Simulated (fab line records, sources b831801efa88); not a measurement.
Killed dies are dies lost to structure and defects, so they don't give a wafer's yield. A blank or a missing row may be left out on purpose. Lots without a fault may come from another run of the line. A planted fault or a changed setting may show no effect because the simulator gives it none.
Which tool did it? | flow sky130 | 7 lots, 21 wafers sampled, at 2 steps of a route of 708

WHAT THE GAUGES READ, wafer by wafer
SKY_NWELL_TW_MEAS_26.
lot  | measured     | on            | NWELL_2_TW
L476 | day 5 20:59  | film_metro-04 | 490 491 489
L478 | day 6 04:48  | film_metro-04 | 491 490 490
L484 | day 7 20:13  | film_metro-02 | 498 496 499
L490 | day 9 06:07  | film_metro-04 | 488 489 490
L492 | day 9 15:35  | film_metro-03 | 505 502 498
L494 | day 10 04:06 | film_metro-02 | 493 497 495
L496 | day 10 21:53 | film_metro-03 | 498 500 500

WHICH TOOL RAN EACH LOT (tool, then ch and the chambers of the sampled wafers, then the start)
lot  | SKY_DNWELL_STRIP_08
L476 | plasma_asher-03 ch 0,1, day 3 17:46
L478 | plasma_asher-03 ch 0,1, day 4 00:01
L484 | plasma_asher-04 ch 0,1, day 5 10:47
L490 | plasma_asher-01 ch 0,1, day 6 17:17
L492 | plasma_asher-04 ch 0,1, day 7 02:53
L494 | plasma_asher-01 ch 0,1, day 7 14:22
L496 | plasma_asher-03 ch 0,1, day 8 05:28
- SKY_DNWELL_STRIP_08: strips in O2/N2.

THE ANSWER, worked out from the rows above alone
Rule: what is usual is taken from the lots themselves. Put in order of their means at a reading, lots are off if they are a third of the lots or fewer, leave a main group of 4 or more, and stand apart from it by a gap of 3 or more times the standard deviation of the main group's means; of several such gaps the widest counts. A main group whose means are all the same, to the digits that the tables above print for the reading, isn't used. A lot without any number at a reading at which 4 lots or more have one is off too. The other lots that the step has rows for count as sound.
No lot is off at any reading shown: from this, nothing can be told.

WHAT THE SIMULATOR HAD PUT IN
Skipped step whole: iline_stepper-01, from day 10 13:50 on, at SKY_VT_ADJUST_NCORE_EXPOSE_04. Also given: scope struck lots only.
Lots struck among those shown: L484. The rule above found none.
